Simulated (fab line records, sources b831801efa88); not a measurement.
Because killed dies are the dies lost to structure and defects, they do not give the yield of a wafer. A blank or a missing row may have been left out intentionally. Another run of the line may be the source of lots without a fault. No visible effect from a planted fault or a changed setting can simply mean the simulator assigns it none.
A single fault, viewed from 2 desks / flow gf180mcu / each desk holds nothing but its own numbers, with what lay behind them at the end

== DESK OF THE TOOL OWNER: implanter-04 ==
GF_HV_LDD_IMPLANT_48, tool's own readings: per-lot mean of the sampled wafers with a number, covering each lot this tool ran. A lot is out of limits, marked OUT, if its mean lies more than 4 standard deviations from the usual mean; the brackets give that distance.
Columns: A = beamEnergyKeV at GF_HV_LDD_IMPLANT_48, usual 25.002
lot=L953; first seen here=day 18 08:17; A=25.005
lot=L954; first seen here=day 19 00:55; A=26.736 (+99 or more) OUT
lot=L955; first seen here=day 19 07:38; A=26.743 (+99 or more) OUT
This desk finds L954, L955 out of limits, L954 being first, at day 19 00:55 (beamEnergyKeV at GF_HV_LDD_IMPLANT_48). L953: within limits.

== FROM THE METROLOGY DESK ==
What the gauges read for every lot (on any tool): the sampled wafers with a number, averaged. A lot is out of limits, marked OUT, if its mean lies more than 4 standard deviations from the usual mean; the brackets give that distance.
Columns: A = HV_LDD_3_TW at GF_HV_LDD_TW_MEAS_38, usual 1427; B = cdNm at GF_HV_LDD_CD_MEAS_46, usual 399.7 nm; C = HV_LDD_03_OVL at GF_HV_LDD_OVL_MEAS_47, usual -0.7 nm
lot=L940; first seen here=day 13 04:58; A=1411; B=403.1; C=-0.0
lot=L953; first seen here=day 17 09:26; A=1420; B=400.1; C=0.1
lot=L954; first seen here=day 18 01:08; A=1441; B=401.3; C=-1.0
lot=L955; first seen here=day 18 07:19; A=1421; B=402.9; C=-1.4
lot=L956; first seen here=day 18 08:14; A=1422; B=401.6; C=-1.2
lot=L958; first seen here=day 19 01:53; A=1431; B=398.9; C=-0.8
Finding of this desk: none of the 6 lots has anything out of limits.

== TAKEN TOGETHER ==
At day 19 00:55, on L954, L955, the tool owner's desk was in a position to raise an alarm.
At the metrology desk, nothing out of limits was observed.
The metrology desk holds a record of L954, L955, inside its limits.
The lots listed all ran GF_HV_LDD_IMPLANT_48 on implanter-04.

== WHAT THE SIMULATOR PUT IN ==
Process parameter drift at GF_HV_LDD_IMPLANT_48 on implanter-04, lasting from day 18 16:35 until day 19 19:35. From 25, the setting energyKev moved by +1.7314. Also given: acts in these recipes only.
Lots struck among those shown: L954, L955.
Each desk's first reading out of limits, in hours after the fault started: the tool owner's desk, 8.
